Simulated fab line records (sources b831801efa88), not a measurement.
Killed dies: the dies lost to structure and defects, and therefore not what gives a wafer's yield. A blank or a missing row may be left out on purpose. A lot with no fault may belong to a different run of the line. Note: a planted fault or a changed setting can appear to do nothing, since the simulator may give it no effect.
Chamber matching | flow sfq-line | 4 sister chambers for SFQ_TRILAYER_I1_CMP_CMP_046 on cmp-02
The step polishes SiO2. 4 wafers are shown with their chamber, then 8 later ones without.

## WAFERS PAIRED WITH THEIR CHAMBERS
wafer  | chamber | motor-current-A (A)
L594.1 | 1       | 10.1
L596.6 | 2       | 11.2
L597.4 | 0       | 10.7
L604.2 | 3       | 8.5

## WAFERS WHOSE CHAMBER IS MISSING
wafer  | motor-current-A (A)
L604.3 | 10.0
L604.6 | 11.5
L605.1 | 12.0
L605.2 | 8.8
L605.6 | 10.8
L606.1 | 10.7
L606.2 | 10.0
L606.4 | 11.8

## WHICH CHAMBER EACH ONE RAN IN
wafer  | from the rows above          | in truth
L604.3 | can't be placed: 1 or 0      | 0
L604.6 | can't be placed: 2 or 0      | 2
L605.1 | can't be placed: 2 or 0      | 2
L605.2 | 3                            | 3
L605.6 | can't be placed: 0 or 2 or 1 | 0
L606.1 | can't be placed: 0 or 2 or 1 | 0
L606.2 | can't be placed: 1 or 0      | 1
L606.4 | can't be placed: 2 or 0      | 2
1 of 8 placed correctly. Can't be placed from these rows: 7 (the true chamber is among the candidates in 7). Wrongly placed: 0.
How it was worked out, from the rows above alone: a wafer's distance from a chamber is the root of the sum, over the readings, of the square of ((its reading less the chamber's mean) divided by the reading's scatter). If the next closest chamber is less than 2 further off than the closest, the wafer can't be placed; otherwise it belongs to the closest. The mean given for a chamber averages the wafers shown for that chamber. The scatter (one wafer shown for each chamber): square how far every hidden wafer sits from the nearest shown wafer, average those squares and take the square root.
